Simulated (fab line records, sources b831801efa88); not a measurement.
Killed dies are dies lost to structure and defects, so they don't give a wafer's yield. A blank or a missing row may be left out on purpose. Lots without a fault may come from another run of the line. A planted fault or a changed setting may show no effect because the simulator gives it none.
fab line records | flow sky130
record lots=7 wafers=21 last_day=49
route steps=708 shown VIA3@582 PAD_OPEN@708
lots that met no fault: from a run of the same line without faults
start_h: hours from the record's first day to the start of the lot's first wafer shown | wait_h: hours since the lot's step before | " the same as in the row above | L1.1+2: a row that stands for several wafers | - no value, or no start given | * or withheld: withheld | < > ~ a bound
route shown NAME@n: a module of which the file shows steps, and the number in the route of the first | usual: mean/standard deviation of fault-free wafers | same: alike in all rows | chamber/n: place in a boat | sites: the reading at each site | _std_site: their standard deviation | _edge_site: outer sites' mean less inner sites' | radius_mm: how far each site lies from the wafer's centre | mask NAME#n: copy n | behind: the tool/chamber that last shaped the wafer | hold: why the lot was held/for how many hours/how that ended | device: the transistor (n, p or np) that didn't switch | end of line: the same wafers' tests at the end of the route | a step without rows: its recipe alone | killed: dies lost to structure and defects at the first sort, not the wafer's yield | map: a wafer's dies, x killed, . not, _ none there
set.NAME: the setting as run; set.NAME@STEP: as run at that earlier step | model.NAME: the simulator's own value behind a step, which no gauge read
lots at some steps of the route; a table a step, a row a wafer
services: from which hour (start_h, from the record's first day; less than 0 if before it) a tool's chamber was out of use, for how many hours, and why
## steps
# step SKY_VIA3_EXPOSE_09
# recipe mask_id=VIM3 na=0.8 source_shape=annular sigma_inner=0.55 sigma_outer=0.85 target_cd_nm=200 dose_mj=38
# step SKY_VIA3_PEB_10
# recipe peb_temp_c=withheld peb_time_s=withheld resist=KrF-thick
# step SKY_VIA3_DEVELOP_11
# recipe develop_time_s=60 resist=KrF-thick dev_temp_c=21
# step SKY_VIA3_CD_MEAS_12
# recipe target_cd_nm=200
# usual cd_nm=200.6/1.3
# columns lot.wafer tool chamber start_h wait_h cd_nm
L353.1 cd_sem-01 - 942.05 - 201.7
L353.2 " - " " 200.8
L353.6 " - " " 201.7
L354.1 cd_sem-01 - 944.51 - 200.7
L354.2 " - " " 200.6
L354.3 " - " " 202.0
L358.1 cd_sem-01 - 985.80 - 200.3
L358.3 " - " " 198.2
L358.5 " - " " 197.9
L357.1 cd_sem-02 - 986.15 - 205.0
L357.3 " - " " 204.1
L357.4 " - " " 204.0
L359.3 cd_sem-02 - 990.99 - 201.3
L359.5 " - " " 200.4
L359.6 " - " " 200.2
L367.1 cd_sem-02 - 1045.97 - 199.2
L367.2 " - " " 200.9
L367.5 " - " " 199.9
L371.1 cd_sem-02 - 1059.75 - 200.7
L371.2 " - " " 200.4
L371.4 " - " " 199.2
# step SKY_VIA3_OVL_MEAS_13
# usual VIA3_OVL=-5/4.8
# columns lot.wafer tool chamber start_h wait_h VIA3_OVL[nm]
L353.1 overlay-02 - 942.17 0.1 -2
L353.2 " - " " -1
L353.6 " - " " -2
L354.1 overlay-02 - 944.63 0.1 -9
L354.2 " - " " -11
L354.3 " - " " -7
L358.1 overlay-01 - 985.92 0.1 -1
L358.3 " - " " -6
L358.5 " - " " -7
L357.1 overlay-02 - 986.27 0.1 -7
L357.3 " - " " -6
L357.4 " - " " -13
L359.3 overlay-02 - 991.08 0.1 -6
L359.5 " - " " -8
L359.6 " - " " -10
L367.1 overlay-01 - 1046.09 0.1 4
L367.2 " - " " -3
L367.5 " - " " -1
L371.1 overlay-01 - 1059.87 0.1 1
L371.2 " - " " -6
L371.4 " - " " 3
# step SKY_VIA3_ETCH_14
# recipe chemistry=N2/H2 target=BARC ion_energy_ev=200 source_w=500 bias_w=100 pressure_mtorr=30 n2_flow_sccm=100 h2_flow_sccm=200 stop_on=SiO2 time_s=45.9 target_depth_a=600
# usual drypump_motor_current_A=5.7/0.51 oes_product_au=0.856/0.0048 throttle_valve_pct=13.225/0.0097
# columns lot.wafer tool chamber start_h wait_h drypump_motor_current_A oes_product_au rf_hours_counter_h throttle_valve_pct
L353.1 rie_diel-04 2 942.21 0.0 5.5 0.857 15 13.199
L353.2 " 0 " " 6.3 0.859 15 13.226
L353.6 " 2 " " 5.5 0.853 - 13.229
L354.1 rie_diel-03 0 944.66 0.0 6.5 0.860 11 13.228
L354.2 " 2 " " 5.2 0.852 13 13.230
L354.3 " 1 " " 5.6 0.856 19 13.233
L358.1 rie_diel-03 0 985.96 0.0 6.6 0.850 12 13.233
L358.3 " 3 " " 5.7 0.852 22 13.235
L358.5 " 3 " " 5.8 0.855 - 13.232
L357.1 rie_diel-01 0 986.31 0.0 5.3 0.850 13 13.221
L357.3 " 2 " " 6.2 0.841 4 13.223
L357.4 " 1 " " 5.8 0.861 19 13.204
L359.3 rie_diel-04 2 991.11 0.0 5.5 0.862 17 13.220
L359.5 " 3 " " 5.3 0.857 - 13.234
L359.6 " 0 " " 6.3 0.852 - 13.229
L367.1 rie_diel-04 1 1046.13 0.0 4.7 0.854 9 13.235
L367.2 " 2 " " 5.5 0.851 19 13.234
L367.5 " 0 " " 6.3 0.851 - 13.224
L371.1 rie_diel-04 2 1059.91 0.0 5.5 0.854 19 13.240
L371.2 " 1 " " 4.7 0.855 9 13.209
L371.4 " 3 " " 5.3 0.849 25 13.221
# step SKY_VIA3_ETCH_15
# recipe target=SiO2 chemistry=C4F8/O2/Ar target_depth_nm=507 stop_on=TiN mask_material=KrF-thick source_w=1500 bias_w=1200 pressure_mtorr=40 c4f8_flow_sccm=withheld O2_flow_sccm=6 Ar_flow_sccm=300 time_s=78
# usual oes_product_au=0.946/0.0045
# columns lot.wafer tool chamber start_h wait_h oes_product_au rf_hours_counter_h
L353.1 rie_diel-04 2 942.25 0.0 0.943 15
L353.2 " 0 " " 0.948 15
L353.6 " 2 " " 0.942 -
L354.1 rie_diel-03 0 944.70 0.0 0.952 11
L354.2 " 2 " " 0.940 13
L354.3 " 1 " " 0.949 19
L358.1 rie_diel-03 0 986.00 0.0 0.949 12
L358.3 " 3 " " 0.950 22
L358.5 " 3 " " 0.946 -
L357.1 rie_diel-01 0 986.35 0.0 0.947 13
L357.3 " 2 " " 0.949 4
L357.4 " 1 " " 0.934 19
L359.3 rie_diel-04 2 991.15 0.0 0.949 17
L359.5 " 3 " " 0.949 -
L359.6 " 0 " " 0.942 -
L367.1 rie_diel-04 1 1046.17 0.0 0.945 9
L367.2 " 2 " " 0.944 19
L367.5 " 0 " " 0.942 -
L371.1 rie_diel-04 2 1059.95 0.0 0.950 19
L371.2 " 1 " " 0.950 9
L371.4 " 3 " " 0.957 25
# step SKY_VIA3_STRIP_16
# recipe chemistry=O2/N2 power_w=1400 pressure_mtorr=1500 platen_temp_c=withheld o2_flow_sccm=3000 n2_flow_sccm=300 overash_fraction=0.5
# usual drypump_motor_current_A=5.5/0.32 oes_product_au=0.403/0.0046 strip_time_to_endpoint_s=4.145/0.024
# columns lot.wafer tool chamber start_h wait_h drypump_motor_current_A oes_product_au rf_hours_counter_h strip_time_to_endpoint_s
L353.1 plasma_asher-02 0 942.31 0.0 4.9 0.401 114 4.130
L353.2 " 1 " " 5.6 0.393 114 4.112
L353.6 " 0 " " 4.9 0.403 - 4.119
L354.1 plasma_asher-02 1 944.76 0.0 5.6 0.400 115 4.159
L354.2 " 0 " " 4.9 0.403 115 4.151
L354.3 " 0 " " 4.9 0.412 - 4.128
L358.1 plasma_asher-02 0 986.06 0.0 4.9 0.407 118 4.146
L358.3 " 1 " " 5.6 0.402 - 4.163
L358.5 " 0 " " 4.9 0.399 - 4.169
L357.1 plasma_asher-04 0 986.41 0.0 5.6 0.392 87 4.158
L357.3 " 1 " " 5.8 0.404 - 4.136
L357.4 " 0 " " 5.6 0.398 - 4.137
L359.3 plasma_asher-04 1 991.24 0.1 5.8 0.401 - 4.130
L359.5 " 0 " " 5.6 0.406 - 4.166
L359.6 " 1 " " 5.8 0.403 - 4.108
L367.1 plasma_asher-02 1 1046.23 0.0 5.6 0.397 123 4.173
L367.2 " 0 " " 4.9 0.412 123 4.179
L367.5 " 1 " " 5.6 0.405 - 4.171
L371.1 plasma_asher-04 0 1060.01 0.0 5.6 0.399 95 4.157
L371.2 " 1 " " 5.8 0.400 95 4.150
L371.4 " 0 " " 5.7 0.406 - 4.185
# step SKY_VIA3_STRIP_17
# recipe chemistry=post_etch_residue_remover time_s=1200 temp_c=72.5
# step SKY_VIA3_CLEAN_18
# recipe chemistry=IPA time_s=180 temp_c=25
# step SKY_VIA3_CLEAN_19
# recipe chemistry=O3/DIW dry=n2_spin
# step SKY_VIA3_SPUTTER_20
# recipe material=TiN target_thk_nm=20 chamber_pressure_pa=5 power_w=4000 time_s=80
# usual cathode_dc_power_W=4000.0/0.71 throttle_valve_pct=30.2/1.4
# columns lot.wafer tool chamber start_h wait_h cathode_dc_power_W throttle_valve_pct
L353.1 pvd_sputter-01 - 943.33 0.0 3999.8 30.4
L353.2 " - " " 4000.1 32.4
L353.6 " - " " 4000.3 31.4
L354.1 pvd_sputter-01 - 945.40 0.0 3999.9 30.6
L354.2 " - " " 4001.0 32.1
L354.3 " - " " 4000.1 29.7
L358.1 pvd_sputter-01 - 987.00 0.0 4001.2 29.7
L358.3 " - " " 3999.6 30.6
L358.5 " - " " 3998.9 29.6
L357.1 pvd_sputter-02 - 987.09 0.0 4000.3 30.6
L357.3 " - " " 3998.4 28.6
L357.4 " - " " 4000.4 28.8
L359.3 pvd_sputter-01 - 991.80 0.0 3999.6 32.4
L359.5 " - " " 3999.5 32.4
L359.6 " - " " 4001.1 29.9
L367.1 pvd_sputter-02 - 1046.90 0.0 4000.1 29.0
L367.2 " - " " 4000.1 28.6
L367.5 " - " " 4000.0 28.1
L371.1 pvd_sputter-01 - 1060.60 0.0 3999.0 29.8
L371.2 " - " " 4000.7 30.7
L371.4 " - " " 3998.4 31.3
# step SKY_VIA3_CVD_21
# recipe material=W target_thk_nm=390 time_s=117.31 temp_c=400 pressure_torr=40
# usual chamber_pressure_Torr=40.00/0.082 heater_power_outer_w=553/43 heater_power_w=906/29
# columns lot.wafer tool chamber start_h wait_h chamber_pressure_Torr heater_power_outer_w heater_power_w since_wet_clean_h
L353.1 cvd_w-02 1 943.40 0.0 39.95 544 871 539
L353.2 " 0 " " 40.11 527 891 539
L353.6 " 0 " " 40.01 518 884 -
L354.1 cvd_w-02 0 945.46 0.0 40.03 523 859 541
L354.2 " 1 " " 40.16 549 903 541
L354.3 " 1 " " 40.10 541 908 -
L358.1 cvd_w-02 0 987.06 0.0 - - - -
L358.3 " 0 " " - - - -
L358.5 " 1 " " - - - -
L357.1 cvd_w-01 1 987.15 0.0 - - - -
L357.3 " 0 " " - - - -
L357.4 " 1 " " - - - -
L359.3 cvd_w-01 0 991.90 0.1 - - - -
L359.5 " 1 " " - - - -
L359.6 " 0 " " - - - -
L367.1 cvd_w-01 1 1046.96 0.0 40.15 518 869 129
L367.2 " 0 " " 40.01 615 961 129
L367.5 " 1 " " 40.00 524 888 -
L371.1 cvd_w-01 1 1060.66 0.0 39.98 529 895 143
L371.2 " 0 " " 40.09 622 968 143
L371.4 " 1 " " 40.00 520 899 -
# step SKY_VIA3_RS_MEAS_22
# recipe thk_meas_gauge=four-point-probe reads=W_of_VIA3_CVD_21+TiN_of_VIA3_SPUTTER_20
# usual VIA3_W_RS=0.296/0.0044
# columns lot.wafer tool chamber start_h wait_h VIA3_W_RS[ohm/sq]
L353.1 film_metro-01 - 943.52 0.1 0.297
L353.2 " - " " 0.296
L353.6 " - " " 0.295
L354.1 film_metro-02 - 945.58 0.1 0.296
L354.2 " - " " 0.298
L354.3 " - " " 0.297
L358.1 film_metro-02 - 987.18 0.1 58.892
L358.3 " - " " 58.204
L358.5 " - " " 58.910
L357.1 film_metro-03 - 987.27 0.1 58.879
L357.3 " - " " 58.150
L357.4 " - " " 58.479
L359.3 film_metro-02 - 992.02 0.1 57.169
L359.5 " - " " 56.238
L359.6 " - " " 56.753
L367.1 film_metro-02 - 1047.09 0.1 0.297
L367.2 " - " " 0.295
L367.5 " - " " 0.295
L371.1 film_metro-01 - 1060.79 0.1 0.296
L371.2 " - " " 0.301
L371.4 " - " " 0.301
# step SKY_VIA3_THK_MEAS_23
# recipe thk_meas_gauge=xrf reads=W_of_VIA3_CVD_21
# usual VIA3_W_THK=392/6.7
# columns lot.wafer tool chamber start_h wait_h VIA3_W_THK[nm]
L353.1 film_metro-01 - 943.64 0.1 392
L353.2 " - " " 389
L353.6 " - " " 395
L354.1 film_metro-02 - 945.70 0.1 389
L354.2 " - " " 388
L354.3 " - " " 388
L358.1 film_metro-02 - 987.30 0.1 <0
L358.3 " - " " <0
L358.5 " - " " <0
L357.1 film_metro-03 - 987.39 0.1 -
L357.3 " - " " <0
L357.4 " - " " <0
L359.3 film_metro-02 - 992.12 0.1 <0
L359.5 " - " " <0
L359.6 " - " " <0
L367.1 film_metro-02 - 1047.21 0.1 396
L367.2 " - " " 398
L367.5 " - " " 398
L371.1 film_metro-01 - 1060.91 0.1 388
L371.2 " - " " 385
L371.4 " - " " 383
# step SKY_VIA3_CMP_24
# recipe stop_on=SiO2 t_overpolish_s=20 down_force_psi=3.5 platen_rpm=60 target_thk_nm=0 pad_velocity_m_s=0.94248
# usual motor_current_A=11.0/1.2 time_to_endpoint_s=93/3.9
# columns lot.wafer tool chamber start_h wait_h motor_current_A time_to_endpoint_s
L353.1 cmp-01 3 943.75 0.1 10.1 92
L353.2 " 1 " " 12.9 90
L353.6 " 3 " " 10.4 93
L354.1 cmp-01 1 945.76 0.1 12.5 89
L354.3 " 2 " " 10.4 93
L354.2 " 3 " " 10.3 96
L358.3 cmp-02 0 987.36 0.0 9.4 6
L358.1 " 3 " " 12.2 3
L358.5 " 1 " " 10.5 3
L357.4 cmp-01 3 987.50 0.1 10.1 8
L357.3 " 0 " " 9.9 5
L357.1 " 1 " " 12.8 1
L359.3 cmp-02 3 992.31 0.2 12.2 4
L359.5 " 0 " " 10.0 6
L359.6 " 1 " " 10.8 0
L367.2 cmp-01 3 1047.27 0.0 10.4 95
L367.1 " 1 " " 12.4 92
L367.5 " 0 " " 9.9 99
L371.2 cmp-02 0 1061.02 0.1 8.9 94
L371.4 " 1 " " 10.7 85
L371.1 " 2 " " 12.5 91
# step SKY_PAD_OPEN_PROBE_99
# usual defect_limited_yield=82.6/1.9 killed_at_M0_to_M3=42/7.1 killed_at_M4_up=3.3/1.9 killed_at_contacts=24/5 killed_at_front_end=15/4.7 killed_at_other=0.3/0.61 killed_dies=86/9.6 killed_on_rim=17/3.8 killed_open=47/7.5 killed_short=38/6.6 sort_bin_3_pad_short=0.9/0.42 sort_bin_5_function=10.2/1.5 sort_bin_6_memory=6.3/1.1 sort_n_pass=406/9.6 sort_yield_pct=82.6/1.9
# same gross_dies=492 killed_at_back_side=0 sort_bin_4_leakage[%]=0 sort_bin_8_speed[%]=0
# columns lot.wafer tool chamber start_h wait_h defect_limited_yield[%] killed_at_M0_to_M3 killed_at_M4_up killed_at_contacts killed_at_front_end killed_at_other killed_dies killed_on_rim killed_open killed_short sort_bin_3_pad_short[%] sort_bin_5_function[%] sort_bin_6_memory[%] sort_n_pass sort_yield_pct[%]
L353.1 prober-02 - 1087.35 0.1 83.9 40 3 27 9 0 79 16 47 32 0.8 9.6 5.7 413 83.9
L353.2 prober-02 - 1087.40 0.1 86.2 38 2 18 10 0 68 11 29 39 0.8 8.7 4.3 424 86.2
L353.6 prober-02 - 1087.60 0.2 79.9 46 3 34 16 0 99 17 56 43 1.2 11.6 7.3 393 79.9
L354.1 prober-01 - 1088.83 0.1 82.1 45 4 21 18 0 88 19 49 38 1.0 10.0 6.9 404 82.1
L354.2 prober-01 - 1088.88 0.1 81.1 38 1 32 22 0 93 15 50 43 0.8 8.7 9.3 399 81.1
L354.3 prober-01 - 1088.93 0.2 82.7 41 3 22 18 1 85 20 56 28 0.6 10.6 6.1 407 82.7
L358.1 prober-02 - 1124.34 0.1 0 457 0 25 10 0 492 96 41 23 0.2 93.9 5.9 0 0
L358.3 prober-02 - 1124.44 0.2 0 452 1 23 16 0 492 96 43 30 1.6 92.7 5.7 0 0
L358.5 prober-02 - 1124.54 0.2 0 448 3 28 12 1 492 96 48 39 1.0 93.3 5.7 0 0
L357.1 prober-01 - 1124.85 0.1 0 442 7 24 18 1 492 96 46 44 0.8 91.7 7.5 0 0
L357.3 prober-01 - 1124.95 0.2 0 443 9 22 18 0 492 96 43 41 1.0 93.1 5.9 0 0
L357.4 prober-01 - 1125.00 0.2 0 452 3 25 12 0 492 96 36 42 1.2 92.1 6.7 0 0
L359.3 prober-02 - 1127.56 0.2 0 444 6 23 19 0 492 96 50 45 1.0 91.3 7.7 0 0
L359.5 prober-02 - 1127.66 0.2 0 443 4 32 13 0 492 96 50 41 0.4 92.9 6.7 0 0
L359.6 prober-02 - 1127.71 0.2 0 453 5 20 14 0 492 96 48 46 0.6 91.3 8.1 0 0
L367.1 prober-01 - 1174.27 0.1 85.4 35 5 18 14 0 72 15 30 41 0.8 8.7 5.1 420 85.4
L367.2 prober-01 - 1174.32 0.1 81.3 44 3 21 24 0 92 17 49 42 0.4 9.8 8.5 400 81.3
L367.5 prober-01 - 1174.47 0.2 85.6 26 2 26 17 0 71 13 38 33 0.6 9.8 4.1 421 85.6
L371.1 prober-02 - 1184.42 0.1 84.1 34 0 29 15 0 78 18 50 27 0.8 9.8 5.3 414 84.1
L371.2 prober-02 - 1184.47 0.1 85.4 36 8 13 15 0 72 16 43 28 0.6 7.9 6.1 420 85.4
L371.4 prober-02 - 1184.57 0.2 80.1 48 3 29 18 0 98 19 64 33 0.2 12.2 7.5 394 80.1
# killed by level:class
L353.1 LI_CONTACT:geometric_particle:open=11 VIA2:geometric_particle:open=9 CONTACT:geometric_particle:open=8 METAL2:geometric_particle:short=7 CONTACT:geometric_particle:short=6 VIA1:geometric_particle:open=5 METAL1:geometric_particle:short=4 VIA2:geometric_particle:short=4
L353.2 METAL2:geometric_particle:short=7 CONTACT:geometric_particle:open=7 VIA1:geometric_particle:open=6 VIA1:geometric_particle:short=6 LI_CONTACT:geometric_particle:open=5 FIELD_ISO:geometric_particle:open=4 METAL1:geometric_particle:short=4 VIA3:geometric_particle:short=4
L353.6 CONTACT:geometric_particle:open=16 VIA1:geometric_particle:open=12 METAL2:geometric_particle:short=11 FIELD_ISO:geometric_particle:open=6 LI_CONTACT:geometric_particle:open=5 LOCAL_INTERCONNECT:geometric_particle:short=5 VIA2:geometric_particle:short=5 METAL1:geometric_particle:short=4
L354.1 CONTACT:geometric_particle:open=11 VIA3:geometric_particle:open=9 VIA1:geometric_particle:open=8 METAL2:geometric_particle:short=7 FIELD_ISO:geometric_particle:open=5 POLY_GATE:geometric_particle:open=4 CONTACT:geometric_particle:short=4 VIA2:geometric_particle:short=4
L354.2 CONTACT:geometric_particle:open=10 LI_CONTACT:geometric_particle:open=8 VIA1:geometric_particle:open=8 POLY_GATE:geometric_particle:short=7 VIA3:geometric_particle:open=7 FIELD_ISO:geometric_particle:open=6 LOCAL_INTERCONNECT:geometric_particle:short=6 VIA1:geometric_particle:short=5
L354.3 CONTACT:geometric_particle:open=12 VIA3:geometric_particle:open=11 VIA1:geometric_particle:open=8 VIA2:geometric_particle:open=6 METAL2:geometric_particle:short=6 POLY_GATE:geometric_particle:open=5 LI_CONTACT:geometric_particle:open=4 POLY_GATE:geometric_particle:short=3
L358.1 VIA3:area_cvd=428 CONTACT:geometric_particle:open=9 LI_CONTACT:geometric_particle:open=7 VIA1:geometric_particle:open=6 VIA3:geometric_particle:open=5 LOCAL_INTERCONNECT:geometric_particle:short=5 FIELD_ISO:geometric_particle:open=3 VIA2:geometric_particle:short=3
L358.3 VIA3:area_cvd=419 CONTACT:geometric_particle:open=10 FIELD_ISO:geometric_particle:short=7 VIA1:geometric_particle:open=7 FIELD_ISO:geometric_particle:open=5 VIA2:geometric_particle:short=5 LI_CONTACT:geometric_particle:open=5 VIA3:geometric_particle:open=5
L358.5 VIA3:area_cvd=404 LI_CONTACT:geometric_particle:open=10 VIA2:geometric_particle:open=9 VIA1:geometric_particle:open=9 CONTACT:geometric_particle:open=7 LI_CONTACT:geometric_particle:short=5 VIA1:geometric_particle:short=5 METAL1:geometric_particle:short=5
L357.1 VIA3:area_cvd=402 CONTACT:geometric_particle:open=10 VIA1:geometric_particle:open=7 VIA1:geometric_particle:short=7 FIELD_ISO:geometric_particle:open=6 METAL2:geometric_particle:short=5 METAL4:geometric_particle:short=5 POLY_GATE:geometric_particle:short=4
L357.3 VIA3:area_cvd=408 CONTACT:geometric_particle:open=10 METAL4:geometric_particle:short=7 METAL2:geometric_particle:short=6 VIA3:geometric_particle:open=6 POLY_GATE:geometric_particle:short=5 LI_CONTACT:geometric_particle:open=5 VIA1:geometric_particle:open=5
L357.4 VIA3:area_cvd=414 CONTACT:geometric_particle:open=9 CONTACT:geometric_particle:short=9 VIA3:geometric_particle:open=8 METAL1:geometric_particle:short=7 VIA1:geometric_particle:open=6 LI_CONTACT:geometric_particle:open=5 VIA2:geometric_particle:open=4
L359.3 VIA3:area_cvd=397 VIA1:geometric_particle:open=9 CONTACT:geometric_particle:open=8 FIELD_ISO:geometric_particle:open=7 METAL1:geometric_particle:short=7 VIA2:geometric_particle:short=6 VIA3:geometric_particle:open=5 CONTACT:geometric_particle:short=5
L359.5 VIA3:area_cvd=401 CONTACT:geometric_particle:open=11 VIA1:geometric_particle:open=11 LI_CONTACT:geometric_particle:open=9 METAL1:geometric_particle:short=6 VIA3:geometric_particle:open=5 LI_CONTACT:geometric_particle:short=5 FIELD_ISO:geometric_particle:short=4
L359.6 VIA3:area_cvd=398 VIA1:geometric_particle:open=14 METAL1:geometric_particle:short=12 CONTACT:geometric_particle:open=9 POLY_GATE:geometric_particle:open=6 LOCAL_INTERCONNECT:geometric_particle:short=6 VIA3:geometric_particle:open=6 VIA1:geometric_particle:short=5
L367.1 FIELD_ISO:geometric_particle:short=7 VIA1:geometric_particle:open=7 CONTACT:geometric_particle:open=7 LOCAL_INTERCONNECT:geometric_particle:short=5 VIA2:geometric_particle:open=5 VIA1:geometric_particle:short=4 METAL2:geometric_particle:short=4 METAL1:geometric_particle:short=3
L367.2 CONTACT:geometric_particle:open=9 VIA2:geometric_particle:open=8 FIELD_ISO:geometric_particle:open=7 FIELD_ISO:geometric_particle:short=7 VIA2:geometric_particle:short=7 VIA1:geometric_particle:open=7 METAL1:geometric_particle:short=6 LI_CONTACT:geometric_particle:open=5
L367.5 CONTACT:geometric_particle:open=10 LOCAL_INTERCONNECT:geometric_particle:short=6 LI_CONTACT:geometric_particle:open=5 METAL1:geometric_particle:short=5 FIELD_ISO:geometric_particle:short=4 FIELD_ISO:geometric_particle:open=4 VIA2:geometric_particle:open=4 POLY_GATE:geometric_particle:open=3
L371.1 VIA2:geometric_particle:open=9 LI_CONTACT:geometric_particle:open=8 CONTACT:geometric_particle:open=8 VIA1:geometric_particle:open=6 LOCAL_INTERCONNECT:geometric_particle:short=5 VIA3:geometric_particle:open=5 SPACER:geometric_particle:open=4 METAL2:geometric_particle:short=4
L371.2 VIA2:geometric_particle:open=9 VIA1:geometric_particle:open=7 FIELD_ISO:geometric_particle:open=5 LI_CONTACT:geometric_particle:open=5 VIA3:geometric_particle:open=5 METAL1:geometric_particle:short=5 CONTACT:geometric_particle:open=3 VIA3:geometric_particle:short=3
L371.4 VIA1:geometric_particle:open=12 LI_CONTACT:geometric_particle:open=10 CONTACT:geometric_particle:open=10 VIA2:geometric_particle:open=9 VIA3:geometric_particle:open=7 FIELD_ISO:geometric_particle:open=6 FIELD_ISO:geometric_particle:short=4 LOCAL_INTERCONNECT:geometric_particle:short=4
# map L357.1 (x killed, . not)
__________xxxxxxxxxx_________
________xxxxxxxxxxxxxx_______
______xxxxxxxxxxxxxxxxxx_____
_____xxxxxxxxxxxxxxxxxxxx____
____xxxxxxxxxxxxxxxxxxxxxx___
___xxxxxxxxxxxxxxxxxxxxxxxx__
__xxxxxxxxxxxxxxxxxxxxxxxxxx_
_xxxxxxxxxxxxxxxxxxxxxxxxxxxx
_xxxxxxxxxxxxxxxxxxxxxxxxxxxx
_xxxxxxxxxxxxxxxxxxxxxxxxxxxx
_xxxxxxxxxxxxxxxxxxxxxxxxxxxx
_xxxxxxxxxxxxxxxxxxxxxxxxxxxx
_xxxxxxxxxxxxxxxxxxxxxxxxxxxx
_xxxxxxxxxxxxxxxxxxxxxxxxxxxx
_xxxxxxxxxxxxxxxxxxxxxxxxxxxx
__xxxxxxxxxxxxxxxxxxxxxxxxxx_
___xxxxxxxxxxxxxxxxxxxxxxxx__
____xxxxxxxxxxxxxxxxxxxxxx___
_____xxxxxxxxxxxxxxxxxxxx____
______xxxxxxxxxxxxxxxxxx_____
________xxxxxxxxxxxxxx_______
__________xxxxxxxxxx_________
# map L358.1 (x killed, . not)
__________xxxxxxxxxx_________
________xxxxxxxxxxxxxx_______
______xxxxxxxxxxxxxxxxxx_____
_____xxxxxxxxxxxxxxxxxxxx____
____xxxxxxxxxxxxxxxxxxxxxx___
___xxxxxxxxxxxxxxxxxxxxxxxx__
__xxxxxxxxxxxxxxxxxxxxxxxxxx_
_xxxxxxxxxxxxxxxxxxxxxxxxxxxx
_xxxxxxxxxxxxxxxxxxxxxxxxxxxx
_xxxxxxxxxxxxxxxxxxxxxxxxxxxx
_xxxxxxxxxxxxxxxxxxxxxxxxxxxx
_xxxxxxxxxxxxxxxxxxxxxxxxxxxx
_xxxxxxxxxxxxxxxxxxxxxxxxxxxx
_xxxxxxxxxxxxxxxxxxxxxxxxxxxx
_xxxxxxxxxxxxxxxxxxxxxxxxxxxx
__xxxxxxxxxxxxxxxxxxxxxxxxxx_
___xxxxxxxxxxxxxxxxxxxxxxxx__
____xxxxxxxxxxxxxxxxxxxxxx___
_____xxxxxxxxxxxxxxxxxxxx____
______xxxxxxxxxxxxxxxxxx_____
________xxxxxxxxxxxxxx_______
__________xxxxxxxxxx_________
## services
# columns tool chamber start_h hours kind
rie_diel-03 1 924.69 5.3 repair
rie_diel-04 1 946.62 46.5 repair
pvd_sputter-01 - 950.17 5.7 repair
rie_diel-03 - 955.30 0.3 repair
plasma_asher-02 - 959.31 0.7 repair
plasma_asher-02 - 965.14 0.4 repair
pvd_sputter-01 - 971.69 7.0 repair
rie_diel-03 1 972.57 15.9 repair
plasma_asher-02 - 974.33 7.7 pm
rie_diel-03 0 976.81 3.8 repair
plasma_asher-02 - 988.45 8.2 repair
rie_diel-03 1 992.47 8.5 repair
pvd_sputter-01 - 994.80 1.1 repair
cmp-02 - 999.05 0.9 repair
cmp-02 - 999.96 14.3 pm
cmp-01 - 1012.96 3.1 repair
cmp-02 - 1016.40 4.2 pm
rie_diel-04 0 1017.51 5.3 repair
cmp-02 - 1017.86 1.2 repair
cmp-01 - 1021.64 4.3 repair
cmp-02 - 1035.25 2.1 repair
rie_diel-03 - 1046.58 0.8 repair
rie_diel-03 3 1052.54 10.3 repair
plasma_asher-02 - 1055.25 9.0 pm
## key
first_sign step=SKY_VIA3_CVD_21 reading=tool_record direction=missing
effect step=SKY_VIA3_RS_MEAS_22 reading=VIA3_W_RS direction=up sigmas=99+ usual=0.296 struck=57.964
effect step=SKY_VIA3_THK_MEAS_23 reading=VIA3_W_THK direction=down sigmas=59 usual=392 struck=<0
effect step=SKY_VIA3_CMP_24 reading=time_to_endpoint_s direction=down sigmas=23 usual=* struck=*
effect step=SKY_PAD_OPEN_PROBE_99 reading=killed_at_M0_to_M3 direction=up sigmas=57 usual=42 struck=448
more_kills_born_at SKY_VIA3_CVD_21@cvd_w-01=2416 SKY_VIA3_CVD_21@cvd_w-02=1246
met_at SKY_VIA3_CVD_21
struck_wafers L357.1,L357.3,L357.4,L358.1,L358.3,L358.5,L359.3,L359.5,L359.6
later_rows_left_out L357.1,L357.3,L357.4,L358.1,L358.3,L358.5,L359.3,L359.5,L359.6
onset_between 945.46 987.06
fault kind=skipped_step_whole tool=cvd_w-01,cvd_w-02 chamber=- onset_h=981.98 steps=SKY_VIA3_CVD_21 scope=struck_lots_only
# later_rows_left_out: the simulator's readings of these wafers behind a module that went badly wrong aren't trusted and aren't shown, but for the sort
